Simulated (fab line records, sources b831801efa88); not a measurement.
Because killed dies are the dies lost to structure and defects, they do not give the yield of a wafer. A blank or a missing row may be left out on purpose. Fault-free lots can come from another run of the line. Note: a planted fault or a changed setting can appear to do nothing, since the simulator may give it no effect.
fab line records    flow sky130
record: lots: 10  wafers: 30  last_day: 51
route steps=708 shown CAP2M@615 METAL4@631 VIA4@641 PAD_OPEN@708
lots that met no fault: from a run of the same line without faults
start_h: hours from the record's opening day to when the first of the lot's shown wafers began    wait_h: hours since the lot's step before    " the same as in the row above    L1.1+2: several wafers, shown together as one row    - no value, or no start was given    * or withheld: withheld    < > ~ a bound
route shown NAME@n: names a module that has steps shown in the file, with the first one's number in the route    usual: the fault-free wafers' mean and standard deviation    same: alike in all rows    chamber/n: place in a boat    sites: readings site by site    _std_site: the standard deviation of these    _edge_site: the outer-site mean with the inner-site mean subtracted    radius_mm: for every site, how far away it sits from the centre of the wafer    mask NAME#n: copy n    behind: the last tool/chamber to shape the wafer    hold: the reason the lot was held/the length of the hold in hours/how it ended    device: whichever transistor did not switch (one of n, p or np)    end of line: at the end of the route, the tests of the same wafers    for a step that has no rows: nothing shown but its recipe    killed: dies lost to structure and defects at the first sort, not the wafer's yield    map: the dies of a wafer, with x for killed, . for not killed, _ for no die there
set.NAME: the run value of the setting; set.NAME@STEP: its run value at that earlier step    model.NAME: the simulator's own value behind a step, which no gauge read
route steps across a sampled set of lots; one table per step, one row per wafer
services: when a tool's chamber went out of use (start_h, in hours from the record's first day, below 0 if earlier), for how many hours, and the reason
== steps ==
step: SKY_CAP2M_OVL_MEAS_12
usual: CAP2M_OVL: 0.2/1.2
lot.wafer  tool        chamber  start_h  wait_h  CAP2M_OVL[nm]
L484.1     overlay-01  -        992.43   0.1     -0.5
L484.4     "           -        "        "       -0.9
L484.6     "           -        "        "       -0.5
L487.2     overlay-02  -        1007.65  0.1     3.5
L487.4     "           -        "        "       2.8
L487.6     "           -        "        "       3.0
L488.1     overlay-01  -        1010.12  0.1     1.1
L488.3     "           -        "        "       0.5
L488.6     "           -        "        "       1.2
L490.2     overlay-01  -        1022.55  0.1     0.4
L490.5     "           -        "        "       0.1
L490.6     "           -        "        "       -0.1
L491.1     overlay-01  -        1029.53  0.1     0.0
L491.2     "           -        "        "       0.6
L491.3     "           -        "        "       -0.2
L492.2     overlay-02  -        1043.05  0.1     1.4
L492.3     "           -        "        "       0.6
L492.6     "           -        "        "       1.0
L502.4     overlay-01  -        1104.11  0.1     -1.1
L502.5     "           -        "        "       -1.1
L502.6     "           -        "        "       -0.3
L503.3     overlay-01  -        1105.13  0.1     1.0
L503.4     "           -        "        "       0.6
L503.5     "           -        "        "       2.6
L504.1     overlay-01  -        1107.63  0.1     0.6
L504.5     "           -        "        "       2.7
L504.6     "           -        "        "       1.0
L505.1     overlay-02  -        1115.67  0.1     0.9
L505.3     "           -        "        "       1.3
L505.4     "           -        "        "       0.5
step: SKY_METAL4_DESCUM_15
recipe: chemistry: O2  source_power_w: 150  bias_power_w: 0  pressure_mtorr: 10  temp_c: 40  time_s: 8
usual: drypump_motor_current_A: 5.7/0.39  oes_product_au: 0.990/0.012
lot.wafer  tool          chamber  start_h  wait_h  drypump_motor_current_A  oes_product_au  rf_hours_counter_h
L484.1     rie_metal-04  1        1017.00  0.0     5.2                      0.980           13
L484.4     "             1        "        "       5.3                      0.978           -
L484.6     "             1        "        "       5.3                      0.974           -
L487.2     rie_metal-01  1        1031.60  0.0     5.7                      0.977           11
L487.4     "             0        "        "       5.7                      1.008           -
L487.6     "             0        "        "       5.7                      1.003           -
L488.1     rie_metal-04  1        1033.97  0.0     5.2                      0.994           16
L488.3     "             1        "        "       5.2                      0.994           -
L488.6     "             0        "        "       6.3                      1.000           -
L490.2     rie_metal-03  0        1046.30  0.0     6.2                      0.985           23
L490.5     "             1        "        "       5.4                      0.972           -
L490.6     "             0        "        "       6.3                      0.979           -
L491.1     rie_metal-03  0        1053.00  0.0     6.3                      0.991           23
L491.2     "             1        "        "       5.4                      0.991           19
L491.3     "             1        "        "       5.4                      0.974           -
L492.2     rie_metal-03  1        1066.35  0.0     5.4                      0.981           20
L492.3     "             0        "        "       6.3                      0.982           -
L492.6     "             1        "        "       5.4                      0.985           -
L502.4     rie_metal-04  1        1125.90  0.0     5.2                      0.978           -
L502.5     "             1        "        "       5.2                      0.981           -
L502.6     "             0        "        "       6.3                      0.987           -
L503.3     rie_metal-01  0        1127.13  0.0     5.7                      0.989           -
L503.4     "             1        "        "       5.7                      0.988           -
L503.5     "             0        "        "       5.7                      0.996           -
L504.1     rie_metal-04  0        1128.75  0.0     6.3                      0.987           7
L504.5     "             0        "        "       6.3                      0.985           -
L504.6     "             1        "        "       5.2                      0.979           -
L505.1     rie_metal-03  1        1137.02  0.0     5.4                      0.980           29
L505.3     "             0        "        "       6.3                      1.001           -
L505.4     "             1        "        "       5.4                      0.975           -
step: SKY_METAL4_METAL_ETCH_18
recipe: target_depth_a: 8450  stop_on: SiO2  over_etch_frac: 0.3  time_s: 183.1  chemistry: Cl2/BCl3  resist_sidewall_deg: 88  pressure_mtorr: 10  icp_w: 900  bias_w: 48.5  Cl2_flow_sccm: 60  bcl3_flow_sccm: 30
usual: bcl3_flow_sccm: 30.01/0.089  bias_w: 48.49/0.14  drypump_motor_current_A: 5.7/0.37  oes_product_au: 0.867/0.0067  throttle_valve_pct: 22.263/0.0097
lot.wafer  tool          chamber  start_h  wait_h  bcl3_flow_sccm  bias_w  drypump_motor_current_A  oes_product_au  rf_hours_counter_h  throttle_valve_pct
L484.1     rie_metal-03  0        1017.28  0.0     30.04           48.67   6.2                      0.868           20                  22.252
L484.4     "             1        "        "       29.88           48.40   5.4                      0.855           -                   22.252
L484.6     "             1        "        "       30.05           48.40   5.4                      0.866           -                   22.265
L487.2     rie_metal-03  1        1031.75  0.0     29.95           48.60   5.4                      0.864           18                  22.281
L487.4     "             1        "        "       30.05           48.58   5.4                      0.856           -                   22.248
L487.6     "             1        "        "       29.99           48.61   5.4                      0.868           -                   22.244
L488.1     rie_metal-01  1        1034.12  0.0     30.14           48.56   5.7                      0.861           11                  22.253
L488.3     "             1        "        "       29.92           48.50   5.7                      0.864           -                   22.252
L488.6     "             1        "        "       30.00           48.60   5.7                      0.864           -                   22.255
L490.2     rie_metal-01  1        1046.45  0.0     29.89           48.54   5.7                      0.870           12                  22.252
L490.5     "             1        "        "       29.77           48.49   5.7                      0.873           -                   22.258
L490.6     "             0        "        "       29.90           48.27   5.7                      0.856           -                   22.266
L491.1     rie_metal-01  1        1053.15  0.0     29.84           48.50   5.7                      0.869           12                  22.262
L491.2     "             0        "        "       30.06           48.36   5.7                      0.865           9                   22.259
L491.3     "             1        "        "       29.94           48.60   5.7                      0.857           -                   22.277
L492.2     rie_metal-01  1        1066.50  0.0     30.11           48.84   5.7                      0.862           13                  22.269
L492.3     "             1        "        "       29.98           48.75   5.7                      0.871           -                   22.269
L492.6     "             1        "        "       29.95           48.70   5.7                      0.865           -                   22.278
L502.4     rie_metal-03  1        1126.22  0.2     29.96           48.55   5.4                      0.862           -                   22.262
L502.5     "             1        "        "       29.88           48.47   5.4                      0.873           -                   22.253
L502.6     "             1        "        "       29.97           48.51   5.4                      0.862           -                   22.267
L503.3     rie_metal-04  1        1127.33  0.1     30.01           48.42   5.2                      0.868           -                   22.261
L503.4     "             0        "        "       30.16           48.50   6.3                      0.872           -                   22.267
L503.5     "             0        "        "       30.14           48.34   6.3                      0.885           -                   22.265
L504.1     rie_metal-01  0        1128.90  0.0     30.06           48.50   5.6                      0.863           15                  22.265
L504.5     "             0        "        "       30.08           48.72   5.7                      0.870           -                   22.276
L504.6     "             1        "        "       30.01           48.56   5.7                      0.860           -                   22.259
L505.1     rie_metal-04  1        1137.17  0.0     29.99           48.63   5.2                      0.869           23                  22.275
L505.3     "             0        "        "       30.15           48.44   6.3                      0.869           -                   22.256
L505.4     "             1        "        "       30.02           48.62   5.2                      0.869           -                   22.262
step: SKY_METAL4_STRIP_19
recipe: chemistry: O2/N2  power_w: 1400  pressure_mtorr: 1500  platen_temp_c: withheld  o2_flow_sccm: 3000  n2_flow_sccm: 300  overash_fraction: 0.5
usual: drypump_motor_current_A: 5.8/0.48  n2_flow_sccm: 300.0/0.91  oes_product_au: 0.506/0.0062  strip_time_to_endpoint_s: 6.61/0.11
lot.wafer  tool             chamber  start_h  wait_h  drypump_motor_current_A  n2_flow_sccm  oes_product_au  rf_hours_counter_h  strip_time_to_endpoint_s
L484.1     plasma_asher-03  0        1017.46  0.1     5.3                      301.9         0.504           56                  6.75
L484.4     "                1        "        "       6.1                      300.2         0.517           -                   6.78
L484.6     "                1        "        "       6.1                      298.8         0.508           -                   6.76
L487.2     plasma_asher-04  1        1031.93  0.1     6.1                      299.2         0.503           27                  6.76
L487.4     "                0        "        "       6.4                      300.0         0.507           -                   6.71
L487.6     "                0        "        "       6.4                      300.4         0.515           -                   6.69
L488.1     plasma_asher-03  0        1034.30  0.1     5.4                      299.8         0.510           58                  6.79
L488.3     "                1        "        "       6.1                      300.1         0.508           -                   6.72
L488.6     "                1        "        "       6.1                      300.7         0.509           -                   6.70
L490.2     plasma_asher-03  0        1046.62  0.1     5.4                      300.5         0.506           59                  6.64
L490.5     "                0        "        "       5.4                      300.8         0.501           -                   6.51
L490.6     "                1        "        "       6.1                      298.7         0.491           -                   6.34
L491.1     plasma_asher-01  1        1053.32  0.1     5.8                      300.1         0.507           94                  6.68
L491.2     "                0        "        "       5.0                      299.7         0.528           94                  7.14
L491.3     "                1        "        "       5.8                      300.3         0.507           -                   6.66
L492.2     plasma_asher-01  0        1066.67  0.1     5.0                      299.0         0.537           96                  7.24
L492.3     "                0        "        "       5.0                      298.6         0.505           -                   6.60
L492.6     "                1        "        "       5.9                      299.8         0.509           -                   6.60
L502.4     plasma_asher-01  1        1126.43  0.2     5.8                      299.6         0.515           -                   6.72
L502.5     "                0        "        "       5.0                      299.3         0.505           -                   6.68
L502.6     "                1        "        "       5.8                      299.0         0.508           -                   6.68
L503.3     plasma_asher-03  0        1127.48  0.1     5.4                      300.2         0.511           -                   6.67
L503.4     "                1        "        "       6.2                      300.4         0.502           -                   6.63
L503.5     "                1        "        "       6.1                      297.8         0.499           -                   6.59
L504.1     plasma_asher-03  1        1129.08  0.1     6.1                      299.5         0.493           68                  6.40
L504.5     "                0        "        "       5.4                      299.0         0.506           -                   6.42
L504.6     "                1        "        "       6.1                      299.8         0.506           -                   6.58
L505.1     plasma_asher-04  0        1137.35  0.1     6.4                      299.4         0.504           37                  6.62
L505.3     "                1        "        "       6.1                      299.6         0.501           -                   6.51
L505.4     "                0        "        "       6.4                      298.7         0.504           -                   6.69
step: SKY_VIA4_CMP_02
recipe: material: SiO2  down_force_psi: 4  platen_rpm: 60  pad_velocity_m_s: 0.94248
usual: head_pressure_psi: 4.002/0.0083  motor_current_A: 11.8/0.85
lot.wafer  tool    chamber  start_h  wait_h  head_pressure_psi  motor_current_A
L484.4     cmp-01  1        1018.41  0.0     4.012              12.5
L484.1     "       3        "        "       4.011              12.5
L484.6     "       1        "        "       4.007              11.4
L487.4     cmp-01  0        1032.79  0.0     4.000              11.4
L487.2     "       1        "        "       4.010              11.8
L487.6     "       0        "        "       3.988              11.7
L488.3     cmp-02  0        1035.18  0.1     4.009              13.4
L488.1     "       1        "        "       3.999              11.3
L488.6     "       0        "        "       4.003              13.0
L490.2     cmp-02  3        1047.51  0.1     4.009              10.7
L490.5     "       2        "        "       4.005              10.9
L490.6     "       3        "        "       4.004              11.4
L491.3     cmp-01  0        1054.22  0.0     4.000              10.6
L491.2     "       1        "        "       3.995              11.9
L491.1     "       2        "        "       4.023              11.2
L492.2     cmp-01  0        1067.56  0.1     3.989              11.8
L492.3     "       2        "        "       4.003              12.0
L492.6     "       3        "        "       3.996              12.5
L502.4     cmp-01  2        1127.38  0.2     4.021              11.2
L502.5     "       3        "        "       4.004              12.9
L502.6     "       0        "        "       3.991              11.7
L503.4     cmp-01  3        1128.28  0.0     3.999              12.7
L503.3     "       0        "        "       4.007              11.9
L503.5     "       3        "        "       3.987              12.9
L504.1     cmp-02  3        1129.96  0.1     3.989              10.7
L504.5     "       2        "        "       4.006              11.0
L504.6     "       3        "        "       4.011              10.2
L505.3     cmp-02  3        1138.24  0.1     4.001              10.9
L505.1     "       0        "        "       3.985              12.9
L505.4     "       1        "        "       3.998              12.1
step: SKY_PAD_OPEN_PROBE_99
usual: defect_limited_yield: 82.7/1.9  killed_at_M0_to_M3: 44/7.2  killed_at_M4_up: 2.9/1.8  killed_at_contacts: 24/5.2  killed_at_front_end: 15/4  killed_at_other: 0.2/0.49  killed_dies: 85/9.1  killed_on_rim: 17/3.7  killed_open: 47/6.8  killed_short: 38/5.7  sort_bin_3_pad_short: 0.9/0.44  sort_bin_5_function: 10.3/1.4  sort_bin_6_memory: 6.2/1.1  sort_n_pass: 407/9.1  sort_yield_pct: 82.7/1.9
same: gross_dies: 492  killed_at_back_side: 0  sort_bin_4_leakage[%]: 0  sort_bin_8_speed[%]: 0
lot.wafer  tool       chamber  start_h  wait_h  defect_limited_yield[%]  killed_at_M0_to_M3  killed_at_M4_up  killed_at_contacts  killed_at_front_end  killed_at_other  killed_dies  killed_on_rim  killed_open  killed_short  sort_bin_3_pad_short[%]  sort_bin_5_function[%]  sort_bin_6_memory[%]  sort_n_pass  sort_yield_pct[%]
L484.1     prober-01  -        1111.02  0.1     81.1                     50                  1                20                  22                   0                93           14             51           42            0.8                      10.0                    8.1                   399          81.1
L484.4     prober-01  -        1111.17  0.2     83.5                     41                  5                17                  18                   0                81           19             43           38            0.6                      11.0                    4.9                   411          83.5
L484.6     prober-01  -        1111.27  0.2     82.7                     43                  2                21                  19                   0                85           19             57           28            0.2                      11.8                    5.3                   407          82.7
L487.2     prober-02  -        1125.44  0.1     84.8                     33                  7                23                  11                   1                75           18             37           38            0.4                      8.7                     6.1                   417          84.8
L487.4     prober-02  -        1125.54  0.2     81.9                     48                  6                24                  11                   0                89           14             49           40            1.2                      11.0                    5.9                   403          81.9
L487.6     prober-02  -        1125.64  0.2     82.3                     44                  3                22                  17                   1                87           16             44           43            1.4                      9.8                     6.5                   405          82.3
L504.1     prober-01  -        1206.96  0.1     82.9                     47                  3                19                  13                   2                84           20             45           39            0.2                      11.4                    5.5                   408          82.9
L504.5     prober-01  -        1207.16  0.2     84.8                     37                  4                23                  11                   0                75           17             40           35            1.0                      8.7                     5.5                   417          84.8
L504.6     prober-01  -        1207.21  0.2     88.8                     29                  1                10                  15                   0                55           10             31           24            0.6                      5.7                     4.9                   437          88.8
L505.1     prober-02  -        1212.91  0.1     83.5                     32                  2                25                  22                   0                81           16             44           37            0.4                      7.9                     8.1                   411          83.5
L505.3     prober-02  -        1213.01  0.2     80.9                     46                  5                22                  20                   1                94           22             52           42            0.8                      11.6                    6.7                   398          80.9
L505.4     prober-02  -        1213.06  0.2     83.1                     40                  5                28                  9                    1                83           9              50           33            0.6                      10.4                    5.9                   409          83.1
killed by level:class
L484.1 VIA1:geometric_particle:open=14 CONTACT:geometric_particle:open=8 METAL3:geometric_particle:short=7 VIA3:geometric_particle:open=7 FIELD_ISO:geometric_particle:open=6 METAL1:geometric_particle:short=6 POLY_GATE:geometric_particle:open=5 LI_CONTACT:geometric_particle:short=5
L484.4 VIA1:geometric_particle:open=10 VIA3:geometric_particle:open=10 FIELD_ISO:geometric_particle:short=9 METAL4:geometric_particle:short=4 CONTACT:geometric_particle:open=4 LI_CONTACT:geometric_particle:open=4 METAL1:geometric_particle:short=4 FIELD_ISO:geometric_particle:open=3
L484.6 VIA1:geometric_particle:open=15 CONTACT:geometric_particle:open=8 FIELD_ISO:geometric_particle:open=6 LI_CONTACT:geometric_particle:open=6 VIA2:geometric_particle:open=6 VIA3:geometric_particle:open=6 FIELD_ISO:geometric_particle:short=4 LI_CONTACT:geometric_particle:short=4
L487.2 VIA1:geometric_particle:open=12 CONTACT:geometric_particle:open=7 LI_CONTACT:geometric_particle:open=6 CONTACT:geometric_particle:short=6 FIELD_ISO:geometric_particle:short=5 VIA1:geometric_particle:short=5 METAL2:geometric_particle:short=5 METAL4:geometric_particle:short=5
L487.4 VIA1:geometric_particle:open=14 METAL2:geometric_particle:short=9 LI_CONTACT:geometric_particle:open=8 CONTACT:geometric_particle:open=6 VIA2:geometric_particle:open=6 VIA3:geometric_particle:open=6 METAL1:geometric_particle:short=5 METAL4:geometric_particle:short=4
L487.6 VIA1:geometric_particle:open=12 METAL2:geometric_particle:short=7 LI_CONTACT:geometric_particle:open=6 LOCAL_INTERCONNECT:geometric_particle:short=6 VIA2:geometric_particle:open=6 VIA1:geometric_particle:short=5 LI_CONTACT:geometric_particle:short=4 POLY_GATE:geometric_particle:open=4
L504.1 VIA1:geometric_particle:open=9 VIA2:geometric_particle:open=9 CONTACT:geometric_particle:open=7 VIA1:geometric_particle:short=6 LI_CONTACT:geometric_particle:open=5 METAL1:geometric_particle:short=5 VIA3:geometric_particle:short=5 CONTACT:geometric_particle:short=4
L504.5 CONTACT:geometric_particle:open=10 VIA1:geometric_particle:open=7 VIA3:geometric_particle:open=6 FIELD_ISO:geometric_particle:short=5 METAL1:geometric_particle:short=5 VIA1:geometric_particle:short=5 VIA2:geometric_particle:open=5 LI_CONTACT:geometric_particle:short=4
L504.6 VIA3:geometric_particle:open=6 VIA1:geometric_particle:open=5 VIA2:geometric_particle:short=5 FIELD_ISO:geometric_particle:short=4 FIELD_ISO:geometric_particle:open=4 LI_CONTACT:geometric_particle:open=4 VIA2:geometric_particle:open=4 CONTACT:geometric_particle:open=3
L505.1 LI_CONTACT:geometric_particle:open=8 CONTACT:geometric_particle:open=7 FIELD_ISO:geometric_particle:open=6 VIA1:geometric_particle:open=6 METAL2:geometric_particle:short=5 POLY_GATE:geometric_particle:open=4 LOCAL_INTERCONNECT:geometric_particle:short=4 METAL1:geometric_particle:short=4
L505.3 VIA1:geometric_particle:open=10 METAL1:geometric_particle:short=9 VIA3:geometric_particle:open=9 LI_CONTACT:geometric_particle:open=7 FIELD_ISO:geometric_particle:open=6 FIELD_ISO:geometric_particle:short=6 CONTACT:geometric_particle:short=5 VIA1:geometric_particle:short=4
L505.4 CONTACT:geometric_particle:open=12 VIA1:geometric_particle:open=8 LI_CONTACT:geometric_particle:open=7 METAL1:geometric_particle:short=7 VIA2:geometric_particle:open=7 VIA3:geometric_particle:open=6 METAL2:geometric_particle:short=5 CONTACT:geometric_particle:short=4
== services ==
tool             chamber  start_h  hours  kind
cmp-02           -        1002.20  1.0    repair
rie_metal-04     0        1013.26  -      clean
rie_metal-04     0        1013.26  18.1   scheduled_down
rie_metal-04     0        1013.26  18.1   vent_cycle
rie_metal-03     1        1032.84  12.0   repair
cmp-02           -        1036.19  1.2    repair
rie_metal-04     -        1051.16  2.8    pm
cmp-01           -        1061.00  2.9    repair
cmp-01           -        1062.38  2.5    repair
cmp-02           -        1085.88  0.2    repair
cmp-01           -        1089.50  4.0    pm
cmp-01           -        1093.50  -      consumable_replace:conditioner
cmp-01           -        1093.50  -      consumable_replace:pad
rie_metal-03     0        1106.89  -      clean
rie_metal-03     0        1106.89  29.5   scheduled_down
rie_metal-03     0        1106.89  29.5   vent_cycle
cmp-01           -        1107.98  2.6    repair
plasma_asher-01  -        1122.75  2.4    repair
rie_metal-04     -        1129.94  0.7    repair
plasma_asher-04  -        1130.26  2.5    repair
== key ==
first_sign: step: SKY_METAL4_STRIP_19  reading: strip_time_to_endpoint_s  direction: up  sigmas: 5.2  usual: *  struck: *
effect: step: SKY_METAL4_STRIP_19  reading: oes_product_au  direction: up  sigmas: 4.4  usual: 0.506  struck: 0.533
met_at SKY_METAL4_METAL_ETCH_18
struck_lots L491,L492
struck_wafers L491.2,L492.2
not_acting_at SKY_CAP2M_OVL_MEAS_12,SKY_METAL4_DESCUM_15,SKY_VIA4_CMP_02
onset_between 1046.45 1053.15
fault: kind: process_parameter_drift  tool: rie_metal-01  chamber: -  onset_h: 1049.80  steps: SKY_METAL4_METAL_ETCH_18  channel: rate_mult  offset: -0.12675  shape: step  end_h: 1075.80  scope: struck_wafers_only
